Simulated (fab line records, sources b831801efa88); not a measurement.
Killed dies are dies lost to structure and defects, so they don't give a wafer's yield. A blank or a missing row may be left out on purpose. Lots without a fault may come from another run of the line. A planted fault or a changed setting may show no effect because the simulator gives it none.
Which tool did it? | flow sfq_line | 7 lots, 21 wafers sampled, at 3 steps of a route of 325

WHAT THE GAUGES READ, wafer by wafer
SFQ_M3_RS_MEAS_919: measures by four-point-probe.
lot  | measured     | on            | M3_NB_RS (ohm/sq)
L240 | day 43 18:13 | film_metro-03 | 0.901 0.912 0.901
L242 | day 44 19:02 | film_metro-01 | 0.888 0.897 0.892
L248 | day 47 03:37 | film_metro-01 | 0.449 0.446 0.444
L256 | day 49 22:28 | film_metro-04 | 0.902 0.891 0.893
L258 | day 51 07:07 | film_metro-04 | 0.893 0.896 0.889
L260 | day 51 20:57 | film_metro-01 | 0.885 0.899 0.891
L262 | day 52 13:16 | film_metro-04 | 0.892 0.885 0.897

WHICH TOOL RAN EACH LOT (tool, then ch and the chambers of the sampled wafers, then the start)
lot  | SFQ_TRILAYER_I2_METRO_MEASURE_065 | SFQ_TRILAYER_M3_DEP_SPUTTER_073
L240 | film_metro-03, day 38 09:13       | pvd_sputter-04, day 43 18:08
L242 | film_metro-04, day 39 04:13       | pvd_sputter-06, day 44 18:57
L248 | film_metro-03, day 41 09:10       | pvd_sputter-04, day 47 03:16
L256 | film_metro-04, day 43 22:56       | pvd_sputter-03, day 49 22:23
L258 | film_metro-02, day 45 08:57       | pvd_sputter-06, day 51 07:02
L260 | film_metro-03, day 46 00:09       | pvd_sputter-06, day 51 20:50
L262 | film_metro-03, day 46 17:57       | pvd_sputter-04, day 52 13:09
- SFQ_TRILAYER_I2_METRO_MEASURE_065
- SFQ_TRILAYER_M3_DEP_SPUTTER_073: material Nb, target thk 200 nm, time 133.3 s.

THE ANSWER, worked out from the rows above alone
Rule: what is usual is taken from the lots themselves. Put in order of their means at a reading, lots are off if they are a third of the lots or fewer, leave a main group of 4 or more, and stand apart from it by a gap of 3 or more times the standard deviation of the main group's means; of several such gaps the widest counts. A main group whose means are all the same, to the digits that the tables above print for the reading, isn't used. A lot without any number at a reading at which 4 lots or more have one is off too. The other lots that the step has rows for count as sound.
Off: L248, at SFQ_M3_RS_MEAS_919 (M3_NB_RS). The main group: mean 0.895 ohm/sq, standard deviation 0.0047.
A tool fits if, at a process step before that reading, it ran every lot that is off, and no sound lot after the first of them. The gauges at SFQ_M3_RS_MEAS_919 are tried like those tools. None of those tried fits.

WHAT THE SIMULATOR HAD PUT IN
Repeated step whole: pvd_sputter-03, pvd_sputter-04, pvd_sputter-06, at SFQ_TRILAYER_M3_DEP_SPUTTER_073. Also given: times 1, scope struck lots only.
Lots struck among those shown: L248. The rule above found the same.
